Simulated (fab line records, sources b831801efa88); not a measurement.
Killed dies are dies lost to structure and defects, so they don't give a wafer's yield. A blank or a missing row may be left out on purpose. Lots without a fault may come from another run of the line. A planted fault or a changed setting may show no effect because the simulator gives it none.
Problem report in the 8D (eight disciplines) form, filled by code | flow sky130 | the parts of the form that need people (team, actions taken, sign-off) are left out

1. THE PROBLEM
GATE_OXIDE_OXIDATION_00_THK at SKY_GATE_OXIDE_THK_MEAS_02 reads a mean of 7.94 nm on 6 wafers of 2 lots; wafers without a fault read 10.28 nm with a standard deviation of 0.19. That is -12 standard deviations from the usual mean.
First seen on wafer L395.3, day 18 16:53, on film_metro-01. The record holds 33 wafers of 11 lots with a number at this step. Rule for "out", or "out of limits": more than 4 standard deviations from the usual mean. The other wafers with a number count as sound.

2. WHAT IT IS AND WHAT IT IS NOT
question                    | is                          | is not
which readings at this step | GATE_OXIDE_OXIDATION_00_THK | -
which lots                  | L395, L396                  | L377, L378, L379, L380, L381, L382, L383, L384, L385
which wafers of those lots  | all that have a number      | -
read on which gauges        | film_metro-01               | film_metro-02, film_metro-04
when                        | from day 18 16:53           | up to then (27 sound wafers)

3. SUSPECTS, AND WHAT RULES EACH OUT
Counting: a tool at a process step up to the reading stays a suspect if it ran every lot that is out and no sound lot after the first of them.
- the gauge at SKY_GATE_OXIDE_THK_MEAS_02: ruled out. All the wafers that are out were read on film_metro-01, but those of them that SKY_GATE_OXIDE_OXIDATION_01 has rows for are out there too, on other tools.
- furnace-01 at SKY_GATE_OXIDE_OXIDATION_01 (stabilise 600 s, purge 300 s, target thk 10.268 nm): kept. It ran every lot that is out, first L395 (day 18 15:28), and no sound lot after that; its last sound lot up to then is L384 (day 15 19:13). Its own readings are out on those wafers: spike_tc_bottom_C, spike_tc_centre_C, spike_tc_lower_C, spike_tc_top_C, spike_tc_upper_C, tube_center_temp_C, tube_center_temp_C_max.
Left after counting: furnace-01 at SKY_GATE_OXIDE_OXIDATION_01.

4. THE CAUSE (what the simulator had put in)
Process parameter drift: furnace-01, from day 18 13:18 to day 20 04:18, at SKY_GATE_OXIDE_OXIDATION_01. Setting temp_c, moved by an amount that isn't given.
Counting left only this tool.

5. THE CHAIN OF EFFECTS, in route order
Each row: a reading whose mean over the struck wafers that have a number lies more than 3 standard deviations from the usual. Only readings for which the record gives a usual standard deviation are gone through. hours: the time from each lot's start at the first step in this table that gives one to its start at this step, as a median over the lots. sigmas: the change in usual standard deviations.
hours | step                        | reading                     | usual    | on struck wafers | change | sigmas
0     | SKY_GATE_OXIDE_OXIDATION_01 | spike_tc_bottom_C           | 914.8 C  | 891.5            | -23.3  | -21
0     | SKY_GATE_OXIDE_OXIDATION_01 | spike_tc_centre_C           | 900.8 C  | 878.4            | -22.4  | -23
0     | SKY_GATE_OXIDE_OXIDATION_01 | spike_tc_lower_C            | 901.8 C  | 879.7            | -22.1  | -22
0     | SKY_GATE_OXIDE_OXIDATION_01 | spike_tc_top_C              | 906.9 C  | 883.7            | -23.2  | -21
0     | SKY_GATE_OXIDE_OXIDATION_01 | spike_tc_upper_C            | 901.3 C  | 879.5            | -21.8  | -14
0     | SKY_GATE_OXIDE_OXIDATION_01 | tube_center_temp_C          | 899.99 C | 877.39           | -22.60 | -99 or more
0     | SKY_GATE_OXIDE_OXIDATION_01 | tube_center_temp_C_max      | 902.3    | 880.0            | -22.3  | -60
1     | SKY_GATE_OXIDE_THK_MEAS_02  | GATE_OXIDE_OXIDATION_00_THK | 10.28 nm | 7.94             | -2.34  | -12
The process steps in it:
- SKY_GATE_OXIDE_OXIDATION_01: stabilise 600 s, purge 300 s, target thk 10.268 nm.
Later measuring or inspecting steps at which every struck wafer that the step has a row for has a number for every such reading, and none has moved that far: SKY_POLY_GATE_CD_MEAS_13.

6. WHAT WOULD HAVE CAUGHT IT SOONER
In this record the first reading out of limits at a measuring or inspecting step was taken at day 18 16:53, 4 hours after the fault began at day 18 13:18.
The tool's own readings at SKY_GATE_OXIDE_OXIDATION_01 were out on every struck wafer that the step has a row for (spike_tc_bottom_C, spike_tc_centre_C, spike_tc_lower_C, spike_tc_top_C, spike_tc_upper_C, tube_center_temp_C, tube_center_temp_C_max): an alarm limit on them would have fired on the first of those.
Of the lots that are out (2), L396 began SKY_GATE_OXIDE_OXIDATION_01 on furnace-01 after day 18 16:53. A hold on the tool at that time would have spared it.
